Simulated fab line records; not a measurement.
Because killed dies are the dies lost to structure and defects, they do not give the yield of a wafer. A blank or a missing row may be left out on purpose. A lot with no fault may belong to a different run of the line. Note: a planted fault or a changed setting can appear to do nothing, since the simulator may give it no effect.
fab line records ; flow sky130 ; part 1 of 2: steps 1 to 32 of 44
[record] lots = 5; wafers = 15; last_day = 50
route steps=708 shown CAP2M@609 METAL4@621 VIA4@639
lots that met no fault: taken from a fault-free run of the same line
start_h: start of the lot's first displayed wafer, in hours after the record's first day ; wait_h: hours since the lot's step before ; " same as the row above ; L1.1+2: a single row standing in for several wafers ; - no value, or no start given ; * or withheld: withheld ; < > ~ a bound
route shown NAME@n: names a module that has steps shown in the file, with the first one's number in the route ; usual: mean/standard deviation taken from wafers without a fault ; same: alike in all rows ; chamber/n: place in a boat ; sites: readings site by site ; _std_site: their standard deviation ; _edge_site: outer sites' mean less inner sites' ; radius_mm: how far each site lies from the wafer's centre ; mask NAME#n: copy n ; behind: the last tool/chamber to shape the wafer ; hold: why the lot was held/for how many hours/how that ended ; device: the n, p or np transistor that did not switch ; end of line: the tests these same wafers got at the end of their route ; a step without rows: its recipe alone ; killed: dies lost to structure and defects at the first sort, not the wafer's yield ; map: dies across one wafer; x = killed, . = not, _ = none there
set.NAME: the setting as run; set.NAME@STEP: as run at that earlier step ; model.NAME: the simulator's own value behind a step, which no gauge read
lots at some steps of the route; a table a step, a row a wafer
services: from which hour (start_h, from the record's first day; less than 0 if before it) a tool's chamber was out of use, for how many hours, and why
[[steps]]
[step SKY_CAP2M_HMDS_06]
[recipe] prime_time_s = 60; prime_temp_c = 120
lot.wafer;tool;chamber;start_h;wait_h
L074.4+5+6;litho_track-03;0;950.53;0.1
L076.1+3+6;litho_track-03;0;963.56;0.1
L080.4+5+6;litho_track-04;0;995.23;0.1
L087.1+2+3;litho_track-02;0;1042.64;0.1
L091.3+5+6;litho_track-03;0;1077.66;0.1
[step SKY_CAP2M_COAT_07]
[recipe] resist = NOVOLAK; spin_rpm = 3000; resist_thk_nm = 1140
lot.wafer;tool;chamber;start_h;wait_h
L074.4+5+6;litho_track-03;0;950.68;0.1
L076.1+3+6;litho_track-03;0;963.71;0.1
L080.4+5+6;litho_track-04;0;995.38;0.1
L087.1+2+3;litho_track-02;0;1042.79;0.1
L091.3+5+6;litho_track-03;0;1077.81;0.1
[step SKY_CAP2M_SOFTBAKE_08]
[recipe] temp_c = 90; time_s = 60; resist = NOVOLAK
lot.wafer;tool;chamber;start_h;wait_h
L074.4+5+6;litho_track-03;0;950.83;0.1
L076.1+3+6;litho_track-03;0;963.86;0.1
L080.4+5+6;litho_track-04;0;995.53;0.1
L087.1+2+3;litho_track-02;0;1042.94;0.1
L091.3+5+6;litho_track-03;0;1077.96;0.1
[step SKY_CAP2M_EXPOSE_09]
[recipe] mask_id = CAP2M; na = 0.6; source_shape = conventional; sigma_outer = 0.6; polarization = unpolarized; target_cd_nm = 1000; dose_mj = 159
[same] sigma_outer = 0.6
lot.wafer;tool;chamber;start_h;wait_h;mask
L074.4+5+6;iline_stepper-01;0;-;-;CAP2M#0
L076.1+3+6;iline_stepper-02;0;-;-;CAP2M#0
L080.4+5+6;iline_stepper-01;0;-;-;CAP2M#0
L087.1+2+3;iline_stepper-01;0;-;-;CAP2M#0
L091.3+5+6;iline_stepper-02;0;-;-;CAP2M#0
[step SKY_CAP2M_PEB_10]
[recipe] temp_c = withheld; time_s = *; resist = NOVOLAK
lot.wafer;tool;chamber;start_h;wait_h
L074.4+5+6;litho_track-02;0;-;-
L076.1+3+6;litho_track-02;0;-;-
L080.4+5+6;litho_track-03;0;-;-
L087.1+2+3;litho_track-02;0;-;-
L091.3+5+6;litho_track-04;0;-;-
[step SKY_CAP2M_DEVELOP_11]
[recipe] resist = NOVOLAK; developer = TMAH; develop_time_s = 60; dev_temp_c = 23
lot.wafer;tool;chamber;start_h;wait_h
L074.4+5+6;litho_track-02;0;963.42;0.1
L076.1+3+6;litho_track-02;0;975.34;0.1
L080.4+5+6;litho_track-03;0;1006.48;0.1
L087.1+2+3;litho_track-02;0;1053.34;0.1
L091.3+5+6;litho_track-04;0;1088.70;0.1
[step SKY_CAP2M_OVL_MEAS_12]
[usual] CAP2M_OVL = 0.0/1.4
lot.wafer;tool;chamber;start_h;wait_h;CAP2M_OVL[nm]
L074.4;overlay-02;-;963.51;0.1;-1.9
L074.5;overlay-02;-;963.51;0.1;1.8
L074.6;overlay-02;-;963.51;0.1;-0.3
L076.1;overlay-02;-;975.49;0.1;-0.4
L076.3;overlay-02;-;975.49;0.1;-1.3
L076.6;overlay-02;-;975.49;0.1;1.4
L080.4;overlay-02;-;1006.58;0.1;2.1
L080.5;overlay-02;-;1006.58;0.1;-0.8
L080.6;overlay-02;-;1006.58;0.1;0.5
L087.1;overlay-01;-;1053.49;0.1;0.1
L087.2;overlay-01;-;1053.49;0.1;-3.2
L087.3;overlay-01;-;1053.49;0.1;0.3
L091.3;overlay-01;-;1088.82;0.1;1.8
L091.5;overlay-01;-;1088.82;0.1;0.7
L091.6;overlay-01;-;1088.82;0.1;0.3
[step SKY_CAP2M_METAL_ETCH_13]
[recipe] target_depth_nm = 220; stop_on = SiO2; chemistry = Cl2/BCl3; target = TiN; pressure_mtorr = 10.27; icp_w = 900; bias_w = 48.5; Cl2_flow_sccm = 60; bcl3_flow_sccm = 30; time_s = 62.9
[usual] drypump_motor_current_A = 5.7/0.52; oes_product_au = 0.946/0.0079; throttle_valve_pct = 21.588/0.01
lot.wafer;tool;chamber;start_h;wait_h;drypump_motor_current_A;oes_product_au;rf_hours_counter_h;throttle_valve_pct
L074.4;rie_metal-04;1;963.56;0.0;6.3;0.945;-;21.577
L074.5;rie_metal-04;1;963.56;0.0;6.3;0.949;-;21.598
L074.6;rie_metal-04;0;963.56;0.0;6.0;0.948;-;21.603
L076.1;rie_metal-03;0;975.53;0.0;4.9;0.930;8;21.605
L076.3;rie_metal-03;1;975.53;0.0;5.8;0.935;-;21.600
L076.6;rie_metal-03;0;975.53;0.0;4.9;0.941;-;21.593
L080.4;rie_metal-02;1;1006.62;0.0;5.8;0.953;-;21.567
L080.5;rie_metal-02;1;1006.62;0.0;5.8;0.950;-;21.607
L080.6;rie_metal-02;0;1006.62;0.0;5.0;0.955;-;21.580
L087.1;rie_metal-02;1;1053.53;0.0;5.8;0.943;10;21.593
L087.2;rie_metal-02;0;1053.53;0.0;5.0;0.949;8;21.587
L087.3;rie_metal-02;0;1053.53;0.0;5.0;0.945;-;21.591
L091.3;rie_metal-04;1;1088.87;0.0;6.3;0.964;-;21.571
L091.5;rie_metal-04;0;1088.87;0.0;6.0;0.961;-;21.575
L091.6;rie_metal-04;1;1088.87;0.0;6.3;0.959;-;21.584
[step SKY_CAP2M_STRIP_14]
[recipe] chemistry = O2/N2; power_w = 1400; pressure_mtorr = 1500; platen_temp_c = withheld; o2_flow_sccm = 3000; n2_flow_sccm = 300; overash_fraction = 0.5
[usual] drypump_motor_current_A = 6.0/0.43; oes_product_au = 0.711/0.0045; strip_time_to_endpoint_s = 12.65/0.04
lot.wafer;tool;chamber;start_h;wait_h;drypump_motor_current_A;oes_product_au;rf_hours_counter_h;strip_time_to_endpoint_s
L074.4;plasma_asher-02;1;963.64;0.1;5.2;0.710;-;12.62
L074.5;plasma_asher-02;0;963.64;0.1;6.4;0.709;-;12.67
L074.6;plasma_asher-02;1;963.64;0.1;5.2;0.711;-;12.65
L076.1;plasma_asher-02;0;975.61;0.1;6.4;0.715;83;12.65
L076.3;plasma_asher-02;0;975.61;0.1;6.4;0.708;-;12.69
L076.6;plasma_asher-02;1;975.61;0.1;5.2;0.711;-;12.67
L080.4;plasma_asher-01;1;1006.71;0.1;5.9;0.720;-;12.68
L080.5;plasma_asher-01;1;1006.71;0.1;5.9;0.705;-;12.74
L080.6;plasma_asher-01;0;1006.71;0.1;6.2;0.719;-;12.68
L087.1;plasma_asher-01;0;1053.61;0.1;6.1;0.712;120;12.67
L087.2;plasma_asher-01;1;1053.61;0.1;5.9;0.710;120;12.68
L087.3;plasma_asher-01;1;1053.61;0.1;5.9;0.709;-;12.64
L091.3;plasma_asher-01;1;1088.95;0.1;5.9;0.705;-;12.68
L091.5;plasma_asher-01;0;1088.95;0.1;6.2;0.709;-;12.65
L091.6;plasma_asher-01;1;1088.95;0.1;5.9;0.718;-;12.68
[step SKY_CAP2M_STRIP_15]
[recipe] chemistry = post_etch_residue_remover; time_s = 1200; temp_c = 72.5
lot.wafer;tool;chamber;start_h;wait_h
L074.4+5+6;wet_bench-01;3;963.71;0.0
L076.1+3+6;wet_bench-03;2;975.71;0.1
L080.4+5+6;wet_bench-02;3;1006.77;0.0
L087.1+2+3;wet_bench-02;0;1053.71;0.1
L091.3+5+6;wet_bench-01;1;1089.02;0.0
[step SKY_CAP2M_CLEAN_16]
[recipe] chemistry = IPA; time_s = 180; temp_c = 25
lot.wafer;tool;chamber;start_h;wait_h
L074.4+5+6;wet_bench-01;3;964.05;0.0
L076.1+3+6;wet_bench-02;3;976.11;0.0
L080.4+5+6;wet_bench-01;1;1007.12;0.0
L087.1+2+3;wet_bench-03;0;1054.39;0.0
L091.3+5+6;wet_bench-01;3;1089.39;0.0
[step SKY_CAP2M_CLEAN_17]
[recipe] chemistry = O3/DIW; dry = n2_spin
lot.wafer;tool;chamber;start_h;wait_h
L074.4+5+6;wet_bench-01;3;964.11;0.0
L076.1+3+6;wet_bench-01;0;976.17;0.0
L080.4+5+6;wet_bench-02;2;1007.18;0.0
L087.1+2+3;wet_bench-02;3;1054.45;0.0
L091.3+5+6;wet_bench-01;3;1089.45;0.0
[step SKY_METAL4_DEHYDRATE_05]
[recipe] temp_c = 200; time_s = 60
lot.wafer;tool;chamber;start_h;wait_h
L074.4+5+6;litho_track-03;0;975.43;11.2
L076.1+3+6;litho_track-04;0;986.75;10.5
L080.4+5+6;litho_track-03;0;1018.79;11.5
L087.1+2+3;litho_track-01;0;1065.10;10.5
L091.3+5+6;litho_track-01;0;1098.95;9.4
[step SKY_METAL4_HMDS_06]
[recipe] prime_time_s = 60; prime_temp_c = 120
lot.wafer;tool;chamber;start_h;wait_h
L074.4+5+6;litho_track-03;0;975.58;0.1
L076.1+3+6;litho_track-04;0;986.90;0.1
L080.4+5+6;litho_track-03;0;1018.94;0.1
L087.1+2+3;litho_track-01;0;1065.25;0.1
L091.3+5+6;litho_track-01;0;1099.10;0.1
[step SKY_METAL4_COAT_07]
[recipe] resist = BARC; temp_c = withheld; time_s = withheld; spin_rpm = 3000; resist_thk_nm = 60
lot.wafer;tool;chamber;start_h;wait_h
L074.4+5+6;litho_track-03;0;975.73;0.1
L076.1+3+6;litho_track-04;0;987.05;0.1
L080.4+5+6;litho_track-03;0;1019.09;0.1
L087.1+2+3;litho_track-01;0;1065.40;0.1
L091.3+5+6;litho_track-01;0;1099.25;0.1
[step SKY_METAL4_COAT_08]
[recipe] resist = KrF-thick; spin_rpm = 3000; resist_thk_nm = 1140
lot.wafer;tool;chamber;start_h;wait_h
L074.4+5+6;litho_track-03;0;-;-
L076.1+3+6;litho_track-04;0;-;-
L080.4+5+6;litho_track-03;0;-;-
L087.1+2+3;litho_track-01;0;-;-
L091.3+5+6;litho_track-01;0;-;-
[step SKY_METAL4_SOFTBAKE_09]
[recipe] temp_c = 100; time_s = 90; resist = KrF-thick
lot.wafer;tool;chamber;start_h;wait_h
L074.4+5+6;litho_track-03;0;-;-
L076.1+3+6;litho_track-04;0;-;-
L080.4+5+6;litho_track-03;0;-;-
L087.1+2+3;litho_track-01;0;-;-
L091.3+5+6;litho_track-01;0;-;-
[step SKY_METAL4_EXPOSE_10]
[recipe] mask_id = MM4; na = 0.68; source_shape = annular; sigma_inner = 0.4; sigma_outer = 0.8; target_cd_nm = 300; dose_mj = 28
[same] sigma_outer = 0.8
lot.wafer;tool;chamber;start_h;wait_h;mask
L074.4+5+6;krf_scanner-01;0;-;-;MM4#0
L076.1+3+6;krf_scanner-01;0;-;-;MM4#0
L080.4+5+6;krf_scanner-01;0;-;-;MM4#0
L087.1+2+3;krf_scanner-01;0;-;-;MM4#0
L091.3+5+6;krf_scanner-01;0;-;-;MM4#0
[step SKY_METAL4_PEB_11]
[recipe] peb_temp_c = withheld; peb_time_s = withheld; resist = KrF-thick
lot.wafer;tool;chamber;start_h;wait_h
L074.4+5+6;litho_track-01;0;-;-
L076.1+3+6;litho_track-01;0;-;-
L080.4+5+6;litho_track-04;0;-;-
L087.1+2+3;litho_track-04;0;-;-
L091.3+5+6;litho_track-01;0;-;-
[step SKY_METAL4_DEVELOP_12]
[recipe] develop_time_s = 60; resist = KrF-thick; dev_temp_c = 21
lot.wafer;tool;chamber;start_h;wait_h
L074.4+5+6;litho_track-01;0;-;-
L076.1+3+6;litho_track-01;0;-;-
L080.4+5+6;litho_track-04;0;-;-
L087.1+2+3;litho_track-04;0;-;-
L091.3+5+6;litho_track-01;0;-;-
[step SKY_METAL4_CD_MEAS_13]
[recipe] target_cd_nm = 300
[usual] cd_nm = 299.8/1.5
lot.wafer;tool;chamber;start_h;wait_h;cd_nm
L074.4;cd_sem-02;-;987.36;-;300.1
L074.5;cd_sem-02;-;987.36;-;299.9
L074.6;cd_sem-02;-;987.36;-;298.3
L076.1;cd_sem-01;-;999.90;-;299.3
L076.3;cd_sem-01;-;999.90;-;298.8
L076.6;cd_sem-01;-;999.90;-;297.9
L080.4;cd_sem-02;-;1030.76;-;296.8
L080.5;cd_sem-02;-;1030.76;-;297.9
L080.6;cd_sem-02;-;1030.76;-;296.4
L087.1;cd_sem-02;-;1075.65;-;301.5
L087.2;cd_sem-02;-;1075.65;-;303.9
L087.3;cd_sem-02;-;1075.65;-;302.3
L091.3;cd_sem-02;-;1109.74;-;299.5
L091.5;cd_sem-02;-;1109.74;-;300.9
L091.6;cd_sem-02;-;1109.74;-;299.5
[step SKY_METAL4_OVL_MEAS_14]
[usual] METAL4_OVL = 1/5.4
lot.wafer;tool;chamber;start_h;wait_h;METAL4_OVL[nm]
L074.4;overlay-02;-;987.44;0.1;4
L074.5;overlay-02;-;987.44;0.1;5
L074.6;overlay-02;-;987.44;0.1;3
L076.1;overlay-02;-;1000.02;0.1;3
L076.3;overlay-02;-;1000.02;0.1;1
L076.6;overlay-02;-;1000.02;0.1;6
L080.4;overlay-02;-;1030.84;0.1;6
L080.5;overlay-02;-;1030.84;0.1;11
L080.6;overlay-02;-;1030.84;0.1;7
L087.1;overlay-01;-;1075.77;0.1;5
L087.2;overlay-01;-;1075.77;0.1;5
L087.3;overlay-01;-;1075.77;0.1;5
L091.3;overlay-02;-;1109.84;0.1;4
L091.5;overlay-02;-;1109.84;0.1;8
L091.6;overlay-02;-;1109.84;0.1;0
[step SKY_METAL4_DESCUM_15]
[recipe] chemistry = O2; source_power_w = 150; bias_power_w = 0; pressure_mtorr = 10; temp_c = 40; time_s = 8
[usual] drypump_motor_current_A = 5.4/0.44; oes_product_au = 1.004/0.0096
lot.wafer;tool;chamber;start_h;wait_h;drypump_motor_current_A;oes_product_au;rf_hours_counter_h
L074.4;rie_metal-01;0;987.47;0.0;5.1;1.018;-
L074.5;rie_metal-01;1;987.47;0.0;5.9;1.005;-
L074.6;rie_metal-01;0;987.47;0.0;5.1;1.005;-
L076.1;rie_metal-03;0;1000.06;0.0;4.9;1.011;9
L076.3;rie_metal-03;0;1000.06;0.0;5.0;1.012;-
L076.6;rie_metal-03;0;1000.06;0.0;4.9;1.011;-
L080.4;rie_metal-02;0;1030.87;0.0;5.0;1.004;-
L080.5;rie_metal-02;1;1030.87;0.0;5.8;0.983;-
L080.6;rie_metal-02;0;1030.87;0.0;5.0;1.002;-
L087.1;rie_metal-03;1;1075.81;0.0;5.8;1.015;3
L087.2;rie_metal-03;0;1075.81;0.0;4.9;1.025;13
L087.3;rie_metal-03;0;1075.81;0.0;4.9;1.029;-
L091.3;rie_metal-01;1;1109.87;0.0;5.9;0.997;-
L091.5;rie_metal-01;1;1109.87;0.0;5.9;0.994;-
L091.6;rie_metal-01;0;1109.87;0.0;5.1;1.006;-
[step SKY_METAL4_ETCH_16]
[recipe] chemistry = N2/H2; target = BARC; ion_energy_ev = 200; bias_w = 100; pressure_mtorr = 30; n2_flow_sccm = 100; h2_flow_sccm = 200; icp_w = 500; stop_on = SiO2; time_s = 88.2; target_depth_a = 600
[usual] drypump_motor_current_A = 5.4/0.43; oes_product_au = 0.625/0.0045; throttle_valve_pct = 13.205/0.0085
lot.wafer;tool;chamber;start_h;wait_h;drypump_motor_current_A;oes_product_au;rf_hours_counter_h;throttle_valve_pct
L074.4;rie_metal-01;0;987.52;0.0;5.1;0.626;-;13.210
L074.5;rie_metal-01;1;987.52;0.0;5.9;0.629;-;13.193
L074.6;rie_metal-01;0;987.52;0.0;5.1;0.625;-;13.217
L076.1;rie_metal-03;0;1000.12;0.1;4.9;0.626;9;13.210
L076.3;rie_metal-03;0;1000.12;0.1;4.9;0.628;-;13.215
L076.6;rie_metal-03;0;1000.12;0.1;4.9;0.620;-;13.199
L080.4;rie_metal-02;0;1030.92;0.0;5.0;0.626;-;13.209
L080.5;rie_metal-02;1;1030.92;0.0;5.8;0.625;-;13.206
L080.6;rie_metal-02;0;1030.92;0.0;5.0;0.624;-;13.228
L087.1;rie_metal-03;1;1075.84;0.0;5.9;0.623;3;13.207
L087.2;rie_metal-03;0;1075.84;0.0;4.9;0.623;13;13.218
L087.3;rie_metal-03;0;1075.84;0.0;4.9;0.623;-;13.203
L091.3;rie_metal-01;1;1109.93;0.0;5.9;0.633;-;13.194
L091.5;rie_metal-01;1;1109.93;0.0;5.9;0.624;-;13.213
L091.6;rie_metal-01;0;1109.93;0.0;5.1;0.621;-;13.216
[step SKY_METAL4_ETCH_17]
[recipe] target = SiO2; stop_on = TiN; chemistry = C4F8/O2/Ar; source_w = 1500; bias_w = 1200; pressure_mtorr = 40; c4f8_flow_sccm = withheld; O2_flow_sccm = 6; Ar_flow_sccm = 300; time_s = 3.9; target_depth_a = 150
[usual] oes_product_au = 0.755/0.0071
lot.wafer;tool;chamber;start_h;wait_h;oes_product_au;rf_hours_counter_h
L074.4;rie_diel-02;1;987.59;0.0;0.742;6
L074.5;rie_diel-02;2;987.59;0.0;0.749;-
L074.6;rie_diel-02;3;987.59;0.0;0.752;-
L076.1;rie_diel-02;1;1000.32;0.2;0.746;6
L076.3;rie_diel-02;0;1000.32;0.2;0.743;4
L076.6;rie_diel-02;3;1000.32;0.2;0.755;-
L080.4;rie_diel-04;1;1030.99;0.0;0.761;11
L080.5;rie_diel-04;2;1030.99;0.0;0.757;-
L080.6;rie_diel-04;1;1030.99;0.0;0.750;-
L087.1;rie_diel-03;1;1075.94;0.1;0.752;16
L087.2;rie_diel-03;0;1075.94;0.1;0.747;19
L087.3;rie_diel-03;2;1075.94;0.1;0.754;16
L091.3;rie_diel-02;3;1109.99;0.0;0.750;24
L091.5;rie_diel-02;0;1109.99;0.0;0.754;-
L091.6;rie_diel-02;1;1109.99;0.0;0.758;-
[step SKY_METAL4_METAL_ETCH_18]
[recipe] target_depth_a = 8450; stop_on = SiO2; over_etch_frac = 0.3; time_s = 183.1; chemistry = Cl2/BCl3; resist_sidewall_deg = 88; pressure_mtorr = 10; icp_w = 867.7; bias_w = 48.5; Cl2_flow_sccm = 60; bcl3_flow_sccm = 30
[usual] drypump_motor_current_A = 5.4/0.42; oes_product_au = 0.864/0.0057; throttle_valve_pct = 22.265/0.0086
lot.wafer;tool;chamber;start_h;wait_h;drypump_motor_current_A;oes_product_au;rf_hours_counter_h;throttle_valve_pct
L074.4;rie_metal-02;0;987.67;0.1;5.0;0.862;-;22.250
L074.5;rie_metal-02;0;987.67;0.1;5.0;0.865;-;22.274
L074.6;rie_metal-02;1;987.67;0.1;5.8;0.860;-;22.251
L076.1;rie_metal-02;1;1000.34;0.0;5.8;0.863;7;22.243
L076.3;rie_metal-02;0;1000.34;0.0;5.0;0.869;-;22.254
L076.6;rie_metal-02;0;1000.34;0.0;5.0;0.867;-;22.287
L080.4;rie_metal-03;1;1031.07;0.1;5.8;0.865;-;22.267
L080.5;rie_metal-03;0;1031.07;0.1;4.9;0.872;-;22.274
L080.6;rie_metal-03;1;1031.07;0.1;5.9;0.865;-;22.252
L087.1;rie_metal-01;0;1075.96;0.0;5.1;0.850;16;22.259
L087.2;rie_metal-01;1;1075.96;0.0;5.9;0.869;16;22.265
L087.3;rie_metal-01;1;1075.96;0.0;5.9;0.856;-;22.252
L091.3;rie_metal-02;0;1110.07;0.1;5.0;0.864;-;22.259
L091.5;rie_metal-02;0;1110.07;0.1;5.0;0.867;-;22.273
L091.6;rie_metal-02;1;1110.07;0.1;5.8;0.869;-;22.271
[step SKY_METAL4_STRIP_19]
[recipe] chemistry = O2/N2; power_w = 1400; pressure_mtorr = 1500; platen_temp_c = withheld; o2_flow_sccm = 3000; n2_flow_sccm = 300; overash_fraction = 0.5
[usual] drypump_motor_current_A = 6.0/0.42; oes_product_au = 0.507/0.0058; strip_time_to_endpoint_s = 6.65/0.076
lot.wafer;tool;chamber;start_h;wait_h;drypump_motor_current_A;oes_product_au;rf_hours_counter_h;strip_time_to_endpoint_s
L074.4;plasma_asher-03;1;987.82;0.1;6.5;0.510;-;6.66
L074.5;plasma_asher-03;1;987.82;0.1;6.5;0.515;-;6.69
L074.6;plasma_asher-03;0;987.82;0.1;5.8;0.518;-;6.76
L076.1;plasma_asher-02;1;1000.52;0.1;5.2;0.514;85;6.73
L076.3;plasma_asher-02;1;1000.52;0.1;5.2;0.500;-;6.58
L076.6;plasma_asher-02;0;1000.52;0.1;6.4;0.509;-;6.62
L080.4;plasma_asher-03;1;1031.22;0.1;6.5;0.501;-;6.60
L080.5;plasma_asher-03;1;1031.22;0.1;6.5;0.505;-;6.64
L080.6;plasma_asher-03;0;1031.22;0.1;5.8;0.508;-;6.60
L087.1;plasma_asher-03;1;1076.14;0.1;6.5;0.518;34;6.68
L087.2;plasma_asher-03;0;1076.14;0.1;5.8;0.517;34;6.73
L087.3;plasma_asher-03;1;1076.14;0.1;6.5;0.511;-;6.66
L091.3;plasma_asher-02;1;1110.22;0.1;5.2;0.502;-;6.66
L091.5;plasma_asher-02;1;1110.22;0.1;5.2;0.506;-;6.64
L091.6;plasma_asher-02;0;1110.22;0.1;6.3;0.511;-;6.70
[step SKY_METAL4_STRIP_20]
[recipe] chemistry = post_etch_residue_remover; time_s = 1200; temp_c = 72.5
lot.wafer;tool;chamber;start_h;wait_h
L074.4+5+6;wet_bench-01;2;987.89;0.0
L076.1+3+6;wet_bench-04;3;1000.62;0.1
L080.4+5+6;wet_bench-03;3;1031.29;0.0
L087.1+2+3;wet_bench-03;3;1076.24;0.1
L091.3+5+6;wet_bench-04;1;1110.29;0.0
[step SKY_METAL4_CLEAN_21]
[recipe] chemistry = IPA; time_s = 180; temp_c = 25
lot.wafer;tool;chamber;start_h;wait_h
L074.4+5+6;wet_bench-04;3;988.26;0.0
L076.1+3+6;wet_bench-04;0;1000.99;0.0
L080.4+5+6;wet_bench-01;3;1031.63;0.0
L087.1+2+3;wet_bench-04;0;1076.58;0.0
L091.3+5+6;wet_bench-03;1;1110.63;0.0
[step SKY_METAL4_CLEAN_22]
[recipe] chemistry = O3/DIW; dry = n2_spin
lot.wafer;tool;chamber;start_h;wait_h
L074.4+5+6;wet_bench-03;2;988.32;0.0
L076.1+3+6;wet_bench-04;0;1001.05;0.0
L080.4+5+6;wet_bench-03;1;1031.74;0.0
L087.1+2+3;wet_bench-03;1;1076.64;0.0
L091.3+5+6;wet_bench-04;1;1110.75;0.0
[step SKY_VIA4_HDPCVD_00]
[recipe] material = SiO2; target_thk_nm = 1750; sigma_open_frac = 0.3; time_s = 291.7; temp_c = 400; sih4_flow_sccm = 60; pressure_mtorr = 6
lot.wafer;tool;chamber;start_h;wait_h
L074.4+5+6;hdpcvd-01;0,1,2;988.51;0.1
L076.1+3+6;hdpcvd-02;1,2,1;1001.15;0.0
L080.4+5+6;hdpcvd-02;2,1,0;1031.93;0.1
L087.1+2+3;hdpcvd-02;1,2,0;1076.73;0.0
L091.3+5+6;hdpcvd-02;0,0,2;1110.84;0.0
[step SKY_VIA4_THK_MEAS_01]
[recipe] reads = SiO2_of_VIA4_HDPCVD_00
[usual] VIA4_HDPCVD_THK = 1745/19
lot.wafer;tool;chamber;start_h;wait_h;VIA4_HDPCVD_THK[nm]
L074.4;film_metro-02;-;988.63;0.0;1733
L074.5;film_metro-02;-;988.63;0.0;1741
L074.6;film_metro-02;-;988.63;0.0;1779
L076.1;film_metro-04;-;1001.33;0.1;1722
L076.3;film_metro-04;-;1001.33;0.1;1757
L076.6;film_metro-04;-;1001.33;0.1;1719
L080.4;film_metro-04;-;1032.05;0.0;1733
L080.5;film_metro-04;-;1032.05;0.0;1730
L080.6;film_metro-04;-;1032.05;0.0;1748
L087.1;film_metro-01;-;1076.91;0.1;1728
L087.2;film_metro-01;-;1076.91;0.1;1739
L087.3;film_metro-01;-;1076.91;0.1;1767
L091.3;film_metro-02;-;1111.04;0.1;1767
L091.5;film_metro-02;-;1111.04;0.1;1750
L091.6;film_metro-02;-;1111.04;0.1;1713
